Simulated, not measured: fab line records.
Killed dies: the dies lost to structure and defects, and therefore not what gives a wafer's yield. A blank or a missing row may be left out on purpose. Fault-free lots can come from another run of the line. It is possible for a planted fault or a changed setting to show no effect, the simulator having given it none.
Chamber matching || flow sky130 || 4 sister chambers for SKY_LI_CONTACT_CMP_02 on cmp-02
The step polishes PSG. 4 wafers are shown with their chamber, then 7 later ones without.

WAFERS PAIRED WITH THEIR CHAMBERS
{"wafer": "L429.6", "chamber": 2, "motor current A (A)": 10.9}
{"wafer": "L436.4", "chamber": 3, "motor current A (A)": 10.2}
{"wafer": "L437.2", "chamber": 0, "motor current A (A)": 13.3}
{"wafer": "L437.3", "chamber": 1, "motor current A (A)": 12.6}

WAFERS WHOSE CHAMBER IS MISSING
{"wafer": "L437.6", "motor current A (A)": 13.6}
{"wafer": "L438.1", "motor current A (A)": 10.4}
{"wafer": "L438.3", "motor current A (A)": 12.4}
{"wafer": "L438.5", "motor current A (A)": 12.7}
{"wafer": "L439.2", "motor current A (A)": 10.2}
{"wafer": "L439.3", "motor current A (A)": 10.7}
{"wafer": "L439.4", "motor current A (A)": 12.4}

THE CHAMBER EACH PASSED THROUGH
{"wafer": "L437.6", "from the rows above": 0, "in truth": 0}
{"wafer": "L438.1", "from the rows above": "can't be placed: 3 or 2", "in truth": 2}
{"wafer": "L438.3", "from the rows above": 1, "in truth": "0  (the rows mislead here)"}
{"wafer": "L438.5", "from the rows above": 1, "in truth": 1}
{"wafer": "L439.2", "from the rows above": 3, "in truth": 3}
{"wafer": "L439.3", "from the rows above": "can't be placed: 2 or 3", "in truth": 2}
{"wafer": "L439.4", "from the rows above": 1, "in truth": 1}
Placed correctly: 4 of 7. Can't be placed from these rows: 2 (the true chamber is among the candidates in 2). 1 placed wrongly.
How it was worked out, from the rows above alone: a wafer's distance from a chamber is the root of the sum, over the readings, of the square of ((its reading less the chamber's mean) divided by the reading's scatter). The wafer belongs to the nearest chamber; if the next one is less than 2 further off, it can't be placed. The mean given for a chamber averages the wafers shown for that chamber. The scatter: with one shown wafer a chamber, the root of the mean of the squares of how far each hidden wafer lies from its nearest shown one.
